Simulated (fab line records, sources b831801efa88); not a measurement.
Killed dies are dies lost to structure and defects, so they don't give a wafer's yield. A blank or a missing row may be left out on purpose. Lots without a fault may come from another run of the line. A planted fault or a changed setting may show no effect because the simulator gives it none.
Chamber matching | flow gf180mcu | GF_V2_CMP_04 on cmp-02: 4 sister chambers
The step polishes SiO2. 27 wafers are shown with their chamber, then 12 later ones without.

WAFERS WITH THEIR CHAMBER
wafer  | chamber | motor_current_A (A) | time_to_endpoint_s (s) | retaining_ring_pressure_frac
L075.3 | 0       | 12.2                | 78                     | 0.998
L075.4 | 2       | 13.7                | 79                     | 0.990
L075.5 | 0       | 12.0                | 84                     | 1.002
L076.2 | 3       | 11.2                | 69                     | 0.993
L076.5 | 3       | 12.0                | 76                     | 0.997
L076.6 | 2       | 12.2                | 77                     | 0.998
L077.1 | 3       | 11.8                | 79                     | 1.003
L077.2 | 2       | 12.8                | 74                     | 1.001
L077.6 | 2       | 13.3                | 79                     | 1.003
L078.1 | 3       | 10.8                | 78                     | 0.996
L078.2 | 1       | 11.7                | 68                     | 0.985
L078.3 | 2       | 13.0                | 74                     | 1.006
L079.2 | 2       | 13.7                | 74                     | 0.993
L079.5 | 0       | 12.4                | 80                     | 0.997
L079.6 | 3       | 11.3                | 79                     | 1.000
L084.1 | 1       | 11.9                | 74                     | 1.001
L084.3 | 2       | 13.5                | 76                     | 1.008
L084.6 | 0       | 12.5                | 79                     | 0.996
L085.3 | 2       | 13.3                | 79                     | 0.996
L085.4 | 0       | 12.3                | 86                     | 1.007
L085.5 | 0       | 12.6                | 78                     | 1.003
L088.1 | 1       | 12.0                | 70                     | 1.000
L088.2 | 0       | 12.2                | 81                     | 0.990
L088.6 | 2       | 12.5                | 81                     | 0.997
L089.3 | 1       | 11.7                | 67                     | 1.000
L089.4 | 3       | 11.4                | 77                     | 1.006
L089.5 | 0       | 12.3                | 86                     | 0.996

SIGNATURES (means of the wafers above)
reading                      | chamber 0 | chamber 1 | chamber 2 | chamber 3 | scatter within a chamber
motor_current_A              | 12.312    | 11.825    | 13.111    | 11.417    | 0.389
time_to_endpoint_s           | 81.50     | 69.75     | 77.00     | 76.33     | 3.2
retaining_ring_pressure_frac | 0.99862   | 0.99650   | 0.99911   | 0.99917   | 0.00577
Rule: a wafer's distance from a chamber is the root of the sum, over the readings, of the square of ((its reading less the chamber's mean) divided by the reading's scatter). The wafer belongs to the nearest chamber; if the next one is less than 2 further off, it can't be placed. The scatter: the root of (the sum of the squares of (reading less its chamber's mean) over the shown wafers, divided by (wafers less chambers)).

WAFERS WITHOUT THEIR CHAMBER
wafer  | motor_current_A (A) | time_to_endpoint_s (s) | retaining_ring_pressure_frac
L091.1 | 11.2                | 74                     | 1.007
L091.2 | 13.0                | 78                     | 1.001
L091.5 | 12.2                | 84                     | 1.003
L092.3 | 12.7                | 88                     | 1.003
L092.5 | 11.9                | 80                     | 1.000
L092.6 | 12.0                | 88                     | 0.996
L094.2 | 11.3                | 83                     | 1.002
L094.3 | 13.6                | 78                     | 0.998
L094.6 | 11.2                | 83                     | 1.002
L095.2 | 11.5                | 79                     | 0.996
L095.4 | 12.7                | 84                     | 0.999
L095.5 | 12.6                | 78                     | 1.003

WHICH CHAMBER EACH WENT THROUGH
wafer  | from the rows above               | in truth
L091.1 | can't be placed: 3 or 1           | 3
L091.2 | can't be placed: 2 or 0           | 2
L091.5 | 0                                 | 0
L092.3 | can't be placed: 0 or 2           | 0
L092.5 | can't be placed: 0 or 3           | 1
L092.6 | can't be placed: 0 or 3           | 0
L094.2 | can't be placed: 3 or 0           | 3
L094.3 | 2                                 | 2
L094.6 | can't be placed: 3 or 0           | 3
L095.2 | can't be placed: 3 or 0 or 1      | 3
L095.4 | can't be placed: 0 or 2           | 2
L095.5 | can't be placed: 2 or 0 or 3 or 1 | 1
Placed correctly: 2 of 12. Can't be placed from these rows: 10 (the true chamber is among the candidates in 9). Placed wrongly: 0.
